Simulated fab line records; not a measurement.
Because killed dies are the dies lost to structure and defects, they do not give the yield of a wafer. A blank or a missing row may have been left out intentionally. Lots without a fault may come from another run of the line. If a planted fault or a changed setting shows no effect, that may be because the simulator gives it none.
fab line records | flow sky130
record lots=11 | wafers=33 | lastDay=50
route steps=708 shown POLY_CUT@317 SD_P@327 SD_N@351 RES_XHIGH@360 PAD_OPEN@708
lots that met no fault: from a run of the same line without faults
startH: start of the lot's first displayed wafer, in hours after the record's first day | waitH: how many hours have passed since the lot's step before this one | " same as the row above | L1.1+2: a single row standing in for several wafers | - no value, or no start given | * or withheld: withheld | < > ~ a bound
route shown NAME@n: names a module that has steps shown in the file, with the first one's number in the route | usual: mean/standard deviation of fault-free wafers | same: alike in all rows | chamber/n: place in a boat | sites: the reading at each site | _std_site: the standard deviation of these | _edge_site: the outer-site mean with the inner-site mean subtracted | radiusMm: how far each site lies from the wafer's centre | mask NAME#n: copy n | behind: the last tool/chamber to shape the wafer | hold: what put the lot on hold/how long, in hours/how the hold closed | device: names the non-switching transistor (n, p or np) | end of line: tests run on the same wafers once the route is complete | a step with no rows: only its recipe | killed: dies that structure and defects cost at the first sort, which is not the same as the wafer's yield | map: shows each die of a wafer: x if killed, . if not, _ if none is there
set.NAME: the setting as run; set.NAME@STEP: as run at that earlier step | model.NAME: the simulator's own value behind a step, which no gauge read
a sample of lots followed through the steps of the route, with each step as a table and each wafer as a row
services: from which hour (startH, from the record's first day; less than 0 if before it) a tool's chamber was out of use, for how many hours, and why
## steps
# step SKY_POLY_CUT_ETCH_10
# recipe chemistry=N2/H2 | target=BARC | ionEnergyEv=200 | sourceW=500 | biasW=100 | pressureMtorr=30 | n2FlowSccm=100 | h2FlowSccm=200 | stopOn=SiO2 | timeS=45.9 | targetDepthA=600
# usual drypumpMotorCurrentA=5.7/0.32 | oesProductAu=0.854/0.005 | throttleValvePct=13.226/0.0097
lot.wafer | tool       | chamber | startH | waitH | drypumpMotorCurrentA | oesProductAu | rfHoursCounterH | throttleValvePct
L483.1    | rieDiel-01 | 3       | 557.21 | 0.0   | 6.3                  | 0.856        | 4               | 13.225
L483.5    | "          | 0       | "      | "     | 5.5                  | 0.859        | -               | 13.226
L483.6    | "          | 2       | "      | "     | 6.0                  | 0.859        | -               | 13.220
L485.2    | rieDiel-04 | 3       | 569.66 | 0.0   | 5.6                  | 0.846        | 2               | 13.222
L485.3    | "          | 0       | "      | "     | 5.3                  | 0.856        | 8               | 13.240
L485.4    | "          | 1       | "      | "     | 5.5                  | 0.854        | 9               | 13.233
L486.3    | rieDiel-02 | 2       | 583.38 | 0.0   | 5.9                  | 0.849        | 19              | 13.222
L486.5    | "          | 2       | "      | "     | 5.9                  | 0.856        | -               | 13.223
L486.6    | "          | 1       | "      | "     | 6.1                  | 0.860        | -               | 13.223
L487.3    | rieDiel-04 | 3       | 597.69 | 0.0   | 5.6                  | 0.850        | 3               | 13.238
L487.4    | "          | 0       | "      | "     | 5.3                  | 0.849        | 8               | 13.233
L487.5    | "          | 3       | "      | "     | 5.6                  | 0.864        | -               | 13.216
L488.3    | rieDiel-01 | 2       | 600.64 | 0.0   | 6.0                  | 0.846        | 3               | 13.223
L488.4    | "          | 0       | "      | "     | 5.4                  | 0.869        | 44              | 13.211
L488.5    | "          | 0       | "      | "     | 5.4                  | 0.851        | -               | 13.222
L490.4    | rieDiel-02 | 0       | 612.99 | 0.0   | 5.8                  | 0.850        | 2               | 13.219
L490.5    | "          | 0       | "      | "     | 5.8                  | 0.854        | -               | 13.231
L490.6    | "          | 1       | "      | "     | 6.1                  | 0.853        | -               | 13.223
L491.3    | rieDiel-01 | 1       | 625.26 | 0.0   | 5.8                  | 0.853        | 12              | 13.219
L491.4    | "          | 3       | "      | "     | 6.2                  | 0.850        | 5               | 13.242
L491.6    | "          | 1       | "      | "     | 5.8                  | 0.858        | -               | 13.239
L493.1    | rieDiel-04 | 0       | 644.13 | 0.0   | 5.3                  | 0.850        | 9               | 13.218
L493.3    | "          | 3       | "      | "     | 5.6                  | 0.858        | 4               | 13.219
L493.6    | "          | 3       | "      | "     | 5.5                  | 0.855        | -               | 13.227
L494.1    | rieDiel-01 | 1       | 647.78 | 0.0   | 5.8                  | 0.854        | 12              | 13.229
L494.5    | "          | 3       | "      | "     | 6.3                  | 0.862        | -               | 13.221
L494.6    | "          | 2       | "      | "     | 6.0                  | 0.856        | -               | 13.206
L503.3    | rieDiel-04 | 0       | 731.01 | 0.0   | 5.3                  | 0.853        | 11              | 13.228
L503.5    | "          | 2       | "      | "     | 5.2                  | 0.856        | -               | 13.228
L503.6    | "          | 3       | "      | "     | 5.5                  | 0.856        | -               | 13.238
L505.3    | rieDiel-04 | 1       | 738.16 | 0.0   | 5.5                  | 0.857        | 13              | 13.225
L505.4    | "          | 3       | "      | "     | 5.6                  | 0.851        | 6               | 13.197
L505.5    | "          | 0       | "      | "     | 5.3                  | 0.857        | -               | 13.218
# step SKY_SD_P_CD_MEAS_07
# recipe targetCdNm=380
# usual cdNm=379.7/2.2
lot.wafer | tool     | chamber | startH | waitH | cdNm
L483.1    | cdSem-02 | -       | 586.61 | 0.1   | 379.2
L483.5    | "        | -       | "      | "     | 381.2
L483.6    | "        | -       | "      | "     | 382.1
L485.2    | cdSem-02 | -       | 598.98 | 0.1   | 376.0
L485.3    | "        | -       | "      | "     | 377.9
L485.4    | "        | -       | "      | "     | 378.7
L486.3    | cdSem-02 | -       | 612.50 | 0.1   | 380.9
L486.5    | "        | -       | "      | "     | 381.2
L486.6    | "        | -       | "      | "     | 381.0
L487.3    | cdSem-01 | -       | 626.61 | 0.1   | 379.8
L487.4    | "        | -       | "      | "     | 379.9
L487.5    | "        | -       | "      | "     | 379.1
L488.3    | cdSem-02 | -       | 629.80 | 0.1   | 377.7
L488.4    | "        | -       | "      | "     | 377.5
L488.5    | "        | -       | "      | "     | 378.3
L490.4    | cdSem-01 | -       | 642.37 | 0.1   | 380.3
L490.5    | "        | -       | "      | "     | 380.6
L490.6    | "        | -       | "      | "     | 381.2
L491.3    | cdSem-02 | -       | 654.11 | 0.1   | 380.9
L491.4    | "        | -       | "      | "     | 378.1
L491.6    | "        | -       | "      | "     | 380.2
L493.1    | cdSem-01 | -       | 672.59 | 0.1   | 379.6
L493.3    | "        | -       | "      | "     | 380.6
L493.6    | "        | -       | "      | "     | 381.8
L494.1    | cdSem-01 | -       | 676.32 | 0.1   | 375.5
L494.5    | "        | -       | "      | "     | 374.9
L494.6    | "        | -       | "      | "     | 375.9
L503.3    | cdSem-02 | -       | 757.58 | 0.1   | 378.4
L503.5    | "        | -       | "      | "     | 378.7
L503.6    | "        | -       | "      | "     | 378.6
L505.3    | cdSem-02 | -       | 765.16 | 0.1   | 380.4
L505.4    | "        | -       | "      | "     | 380.2
L505.5    | "        | -       | "      | "     | 380.3
# step SKY_SD_N_IMPLANT_09
# recipe species=As | energyKev=50 | doseCm2=4e+15 | tiltDeg=0
# usual doseIonsCm2=4e+15/4.8e+12 | tiltDeg=0.002/0.019
lot.wafer | tool         | chamber | startH | waitH | doseIonsCm2 | tiltDeg
L483.1    | implanter-01 | 0       | 646.08 | 0.0   | 3.995e+15   | -0.014
L483.5    | "            | 0       | "      | "     | 4.006e+15   | -0.016
L483.6    | "            | 0       | "      | "     | 3.995e+15   | -0.013
L485.2    | implanter-01 | 0       | 658.52 | 0.0   | 4e+15       | -0.017
L485.3    | "            | 0       | "      | "     | 4e+15       | 0.012
L485.4    | "            | 0       | "      | "     | 3.993e+15   | 0.023
L486.3    | implanter-02 | 0       | 670.44 | 0.1   | 4.003e+15   | -0.004
L486.5    | "            | 0       | "      | "     | 4.001e+15   | -0.046
L486.6    | "            | 0       | "      | "     | 3.995e+15   | -0.025
L487.3    | implanter-02 | 0       | 683.66 | 0.1   | 3.996e+15   | 0.008
L487.4    | "            | 0       | "      | "     | 4.001e+15   | -0.017
L487.5    | "            | 0       | "      | "     | 4.002e+15   | -0.011
L488.3    | implanter-01 | 0       | 687.21 | 0.1   | 4.001e+15   | -0.001
L488.4    | "            | 0       | "      | "     | 3.997e+15   | 0.021
L488.5    | "            | 0       | "      | "     | 3.997e+15   | 0.002
L490.4    | implanter-01 | 0       | 698.57 | 0.1   | 3.996e+15   | 0.034
L490.5    | "            | 0       | "      | "     | 3.998e+15   | 0.006
L490.6    | "            | 0       | "      | "     | 4.001e+15   | 0.034
L491.3    | implanter-01 | 0       | 710.60 | 0.1   | 3.504e+15   | -0.025
L491.4    | "            | 0       | "      | "     | 3.505e+15   | 0.003
L491.6    | "            | 0       | "      | "     | 3.506e+15   | -0.010
L493.1    | implanter-03 | 0       | 726.64 | 0.0   | 4.004e+15   | -0.033
L493.3    | "            | 0       | "      | "     | 4.007e+15   | -0.020
L493.6    | "            | 0       | "      | "     | 4.008e+15   | -0.014
L494.1    | implanter-01 | 0       | 734.26 | 0.0   | 3.509e+15   | 0.016
L494.5    | "            | 0       | "      | "     | 3.509e+15   | 0.018
L494.6    | "            | 0       | "      | "     | 3.511e+15   | 0.009
L503.3    | implanter-01 | 0       | 811.10 | 0.1   | 3.997e+15   | 0.012
L503.5    | "            | 0       | "      | "     | 4.003e+15   | 0.012
L503.6    | "            | 0       | "      | "     | 4.007e+15   | 0.009
L505.3    | implanter-01 | 0       | 817.45 | 0.1   | 4.003e+15   | -0.016
L505.4    | "            | 0       | "      | "     | 3.999e+15   | -0.042
L505.5    | "            | 0       | "      | "     | 4e+15       | -0.011
# step SKY_SD_N_STRIP_11
# recipe chemistry=O2/N2 | powerW=1400 | pressureMtorr=1500 | platenTempC=withheld | o2FlowSccm=3000 | n2FlowSccm=300 | overashFraction=0.5
# usual drypumpMotorCurrentA=5.8/0.37 | oesProductAu=0.527/0.0044 | stripTimeToEndpointS=22.56/0.042
lot.wafer | tool           | chamber | startH | waitH | drypumpMotorCurrentA | oesProductAu | rfHoursCounterH | stripTimeToEndpointS
L483.1    | plasmaAsher-02 | 0       | 646.38 | 0.1   | 6.2                  | 0.526        | 85              | 22.58
L483.5    | "              | 1       | "      | "     | 5.6                  | 0.529        | -               | 22.52
L483.6    | "              | 0       | "      | "     | 6.2                  | 0.531        | -               | 22.53
L485.2    | plasmaAsher-03 | 1       | 658.79 | 0.1   | 5.4                  | 0.526        | 50              | 22.52
L485.3    | "              | 1       | "      | "     | 5.3                  | 0.529        | -               | 22.54
L485.4    | "              | 0       | "      | "     | 6.2                  | 0.520        | -               | 22.59
L486.3    | plasmaAsher-04 | 0       | 670.72 | 0.1   | 6.0                  | 0.529        | -               | 22.62
L486.5    | "              | 1       | "      | "     | 5.4                  | 0.529        | -               | 22.56
L486.6    | "              | 0       | "      | "     | 6.0                  | 0.522        | -               | 22.56
L487.3    | plasmaAsher-03 | 0       | 683.95 | 0.1   | 6.2                  | 0.523        | -               | 22.55
L487.4    | "              | 1       | "      | "     | 5.3                  | 0.528        | -               | 22.52
L487.5    | "              | 0       | "      | "     | 6.2                  | 0.527        | -               | 22.59
L488.3    | plasmaAsher-02 | 0       | 687.50 | 0.1   | 6.2                  | 0.531        | -               | 22.62
L488.4    | "              | 1       | "      | "     | 5.6                  | 0.525        | -               | 22.62
L488.5    | "              | 1       | "      | "     | 5.6                  | 0.530        | -               | 22.63
L490.4    | plasmaAsher-03 | 0       | 698.82 | 0.1   | 6.2                  | 0.532        | -               | 22.55
L490.5    | "              | 1       | "      | "     | 5.4                  | 0.524        | -               | 22.55
L490.6    | "              | 0       | "      | "     | 6.2                  | 0.524        | -               | 22.54
L491.3    | plasmaAsher-04 | 1       | 710.88 | 0.1   | 5.4                  | 0.540        | -               | 22.08
L491.4    | "              | 0       | "      | "     | 6.0                  | 0.534        | -               | 22.11
L491.6    | "              | 0       | "      | "     | 6.0                  | 0.531        | -               | 22.09
L493.1    | plasmaAsher-02 | 0       | 726.94 | 0.1   | 6.2                  | 0.528        | 93              | 22.54
L493.3    | "              | 1       | "      | "     | 5.6                  | 0.530        | -               | 22.57
L493.6    | "              | 1       | "      | "     | 5.6                  | 0.532        | -               | 22.59
L494.1    | plasmaAsher-04 | 1       | 734.56 | 0.1   | 5.4                  | 0.529        | 31              | 22.08
L494.5    | "              | 0       | "      | "     | 6.0                  | 0.538        | -               | 22.10
L494.6    | "              | 1       | "      | "     | 5.4                  | 0.527        | -               | 22.10
L503.3    | plasmaAsher-04 | 1       | 811.38 | 0.1   | 5.3                  | 0.519        | -               | 22.46
L503.5    | "              | 1       | "      | "     | 5.4                  | 0.533        | -               | 22.49
L503.6    | "              | 0       | "      | "     | 6.0                  | 0.530        | -               | 22.50
L505.3    | plasmaAsher-04 | 1       | 817.73 | 0.1   | 5.3                  | 0.529        | -               | 22.61
L505.4    | "              | 0       | "      | "     | 6.0                  | 0.526        | -               | 22.60
L505.5    | "              | 1       | "      | "     | 5.4                  | 0.518        | -               | 22.58
# step SKY_SD_N_RS_MEAS_16
# recipe thkMeasGauge=four-point-probe
# usual SD_N_RS=68.57/0.11
lot.wafer | tool         | chamber | startH | waitH | SD_N_RS[ohm/sq]
L483.1    | filmMetro-02 | -       | 646.76 | 0.1   | 68.47
L483.5    | "            | -       | "      | "     | 68.50
L483.6    | "            | -       | "      | "     | 68.47
L485.2    | filmMetro-02 | -       | 659.19 | 0.1   | 68.59
L485.3    | "            | -       | "      | "     | 68.63
L485.4    | "            | -       | "      | "     | 68.56
L486.3    | filmMetro-02 | -       | 671.17 | 0.1   | 68.40
L486.5    | "            | -       | "      | "     | 68.56
L486.6    | "            | -       | "      | "     | 68.37
L487.3    | filmMetro-02 | -       | 684.34 | 0.1   | 68.51
L487.4    | "            | -       | "      | "     | 68.60
L487.5    | "            | -       | "      | "     | 68.61
L488.3    | filmMetro-03 | -       | 687.89 | 0.1   | 68.71
L488.4    | "            | -       | "      | "     | 68.54
L488.5    | "            | -       | "      | "     | 68.43
L490.4    | filmMetro-01 | -       | 699.24 | 0.1   | 68.54
L490.5    | "            | -       | "      | "     | 68.60
L490.6    | "            | -       | "      | "     | 68.61
L491.3    | filmMetro-02 | -       | 711.27 | 0.1   | 69.79
L491.4    | "            | -       | "      | "     | 69.72
L491.6    | "            | -       | "      | "     | 69.69
L493.1    | filmMetro-02 | -       | 727.33 | 0.1   | 68.69
L493.3    | "            | -       | "      | "     | 68.61
L493.6    | "            | -       | "      | "     | 68.50
L494.1    | filmMetro-03 | -       | 734.95 | 0.1   | 69.84
L494.5    | "            | -       | "      | "     | 69.78
L494.6    | "            | -       | "      | "     | 69.69
L503.3    | filmMetro-02 | -       | 811.78 | 0.1   | 68.74
L503.5    | "            | -       | "      | "     | 68.73
L503.6    | "            | -       | "      | "     | 68.58
L505.3    | filmMetro-02 | -       | 818.12 | 0.1   | 68.62
L505.4    | "            | -       | "      | "     | 68.54
L505.5    | "            | -       | "      | "     | 68.45
# step SKY_SD_N_RS_MEAS_18
# recipe thkMeasGauge=four-point-probe
# usual RES_XHIGH_RS=333.8/1.2
lot.wafer | tool         | chamber | startH | waitH | RES_XHIGH_RS[ohm/sq]
L483.1    | filmMetro-02 | -       | 647.00 | 0.1   | 332.8
L483.5    | "            | -       | "      | "     | 332.0
L483.6    | "            | -       | "      | "     | 332.5
L485.2    | filmMetro-02 | -       | 659.43 | 0.1   | 333.0
L485.3    | "            | -       | "      | "     | 333.3
L485.4    | "            | -       | "      | "     | 333.6
L486.3    | filmMetro-02 | -       | 671.41 | 0.1   | 333.4
L486.5    | "            | -       | "      | "     | 333.5
L486.6    | "            | -       | "      | "     | 334.1
L487.3    | filmMetro-02 | -       | 684.58 | 0.1   | 333.9
L487.4    | "            | -       | "      | "     | 333.5
L487.5    | "            | -       | "      | "     | 333.3
L488.3    | filmMetro-03 | -       | 688.13 | 0.1   | 334.1
L488.4    | "            | -       | "      | "     | 334.1
L488.5    | "            | -       | "      | "     | 335.1
L490.4    | filmMetro-01 | -       | 699.48 | 0.1   | 334.4
L490.5    | "            | -       | "      | "     | 334.4
L490.6    | "            | -       | "      | "     | 334.8
L491.3    | filmMetro-02 | -       | 711.51 | 0.1   | 333.0
L491.4    | "            | -       | "      | "     | 333.9
L491.6    | "            | -       | "      | "     | 333.8
L493.1    | filmMetro-02 | -       | 727.57 | 0.1   | 334.1
L493.3    | "            | -       | "      | "     | 333.1
L493.6    | "            | -       | "      | "     | 333.1
L494.1    | filmMetro-03 | -       | 735.19 | 0.1   | 333.0
L494.5    | "            | -       | "      | "     | 334.3
L494.6    | "            | -       | "      | "     | 334.8
L503.3    | filmMetro-02 | -       | 812.02 | 0.1   | 336.7
L503.5    | "            | -       | "      | "     | 335.8
L503.6    | "            | -       | "      | "     | 335.8
L505.3    | filmMetro-02 | -       | 818.36 | 0.1   | 332.1
L505.4    | "            | -       | "      | "     | 333.4
L505.5    | "            | -       | "      | "     | 333.3
# step SKY_PAD_OPEN_PROBE_99
# usual killed_at_M0_to_M3=44/6.3 | killed_at_M4_up=2.8/1.7 | killedAtContacts=25/5.8 | killedAtFrontEnd=14/4.4 | killedAtOther=0.3/0.49 | killedDies=86/8.7 | killedOpen=48/5.8 | killedShort=38/6
# same grossDies=492 | killedAtBackSide=0
lot.wafer | tool      | chamber | startH  | waitH | killed_at_M0_to_M3 | killed_at_M4_up | killedAtContacts | killedAtFrontEnd | killedAtOther | killedDies | killedOpen | killedShort
L491.3    | prober-02 | -       | 1124.56 | 0.2   | 27                 | 5               | 37               | 21               | 0             | 90         | 47         | 43
L491.4    | prober-02 | -       | 1124.61 | 0.2   | 39                 | 6               | 35               | 15               | 0             | 95         | 50         | 45
L491.6    | prober-02 | -       | 1124.71 | 0.2   | 41                 | 1               | 31               | 17               | 0             | 90         | 56         | 34
# killed by level:class
L491.3 CONTACT:geometricParticle:open=15 LI_CONTACT:geometricParticle:open=8 CONTACT:geometricParticle:short=7 FIELD_ISO:geometricParticle:short=5 POLY_GATE:geometricParticle:short=5 POLY_GATE:geometricParticle:open=5 LI_CONTACT:geometricParticle:short=5 VIA1:geometricParticle:open=5
L491.4 CONTACT:geometricParticle:open=13 FIELD_ISO:geometricParticle:short=9 LI_CONTACT:geometricParticle:open=9 VIA1:geometricParticle:open=8 LOCAL_INTERCONNECT:geometricParticle:short=6 VIA3:geometricParticle:open=6 CONTACT:geometricParticle:short=4 VIA1:geometricParticle:short=4
L491.6 VIA3:geometricParticle:open=12 LI_CONTACT:geometricParticle:open=10 CONTACT:geometricParticle:open=10 VIA1:geometricParticle:open=8 CONTACT:geometricParticle:short=6 POLY_GATE:geometricParticle:open=5 METAL1:geometricParticle:short=5 FIELD_ISO:geometricParticle:open=4
## services
tool           | chamber | startH | hours | kind
rieDiel-02     | -       | 539.40 | 0.3   | repair
implanter-01   | -       | 550.58 | 2.1   | repair
rieDiel-02     | -       | 553.82 | 0.2   | repair
rieDiel-01     | 1       | 555.95 | 8.7   | repair
rieDiel-02     | 3       | 562.96 | 1.9   | repair
plasmaAsher-03 | -       | 596.63 | 2.4   | repair
implanter-02   | -       | 608.67 | 9.7   | pm
rieDiel-02     | -       | 613.45 | 2.5   | repair
rieDiel-02     | 0       | 616.08 | 2.1   | repair
plasmaAsher-04 | -       | 616.78 | 2.7   | repair
plasmaAsher-02 | -       | 618.78 | 1.1   | repair
rieDiel-04     | 2       | 620.16 | 14.2  | repair
implanter-01   | -       | 622.19 | 3.4   | repair
rieDiel-04     | 1       | 638.91 | 1.6   | repair
rieDiel-01     | -       | 651.05 | 14.6  | pm
rieDiel-04     | 1       | 669.46 | 3.3   | repair
plasmaAsher-04 | -       | 674.46 | 8.6   | repair
rieDiel-01     | 3       | 695.03 | 5.0   | repair
rieDiel-01     | 0       | 763.20 | 2.9   | repair
rieDiel-04     | -       | 764.06 | 4.3   | repair
rieDiel-01     | 2       | 772.56 | 4.2   | repair
plasmaAsher-02 | -       | 781.52 | 1.0   | repair
implanter-01   | -       | 787.07 | 1.3   | repair
plasmaAsher-03 | -       | 790.02 | 0.8   | repair
## key
firstSign step=SKY_SD_N_IMPLANT_09 | reading=doseIonsCm2 | direction=down | sigmas=99+ | usual=* | struck=*
effect step=SKY_SD_N_STRIP_11 | reading=stripTimeToEndpointS | direction=down | sigmas=11 | usual=* | struck=*
effect step=SKY_SD_N_RS_MEAS_16 | reading=SD_N_RS | direction=up | sigmas=11 | usual=68.57 | struck=69.75
metAt SKY_SD_N_IMPLANT_09
struckLots L491,L494
testerLeftOut L491,L494
notActingAt SKY_POLY_CUT_ETCH_10,SKY_SD_P_CD_MEAS_07,SKY_SD_N_RS_MEAS_18
onsetBetween 698.57 710.60
fault kind=processParameterDrift | tool=implanter-01 | chamber=- | onsetH=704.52 | steps=SKY_SD_N_IMPLANT_09 | channel=doseCm2 | offset=* | shape=step | endH=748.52 | actsIn=* | stated=*
# testerLeftOut: of these lots the tester's yield and bins aren't shown, on N5 and GAA mostly nor the transistor test; their killed dies are dies lost to structure and defects alone, not to doping, threshold or leakage, so they don't give the yield
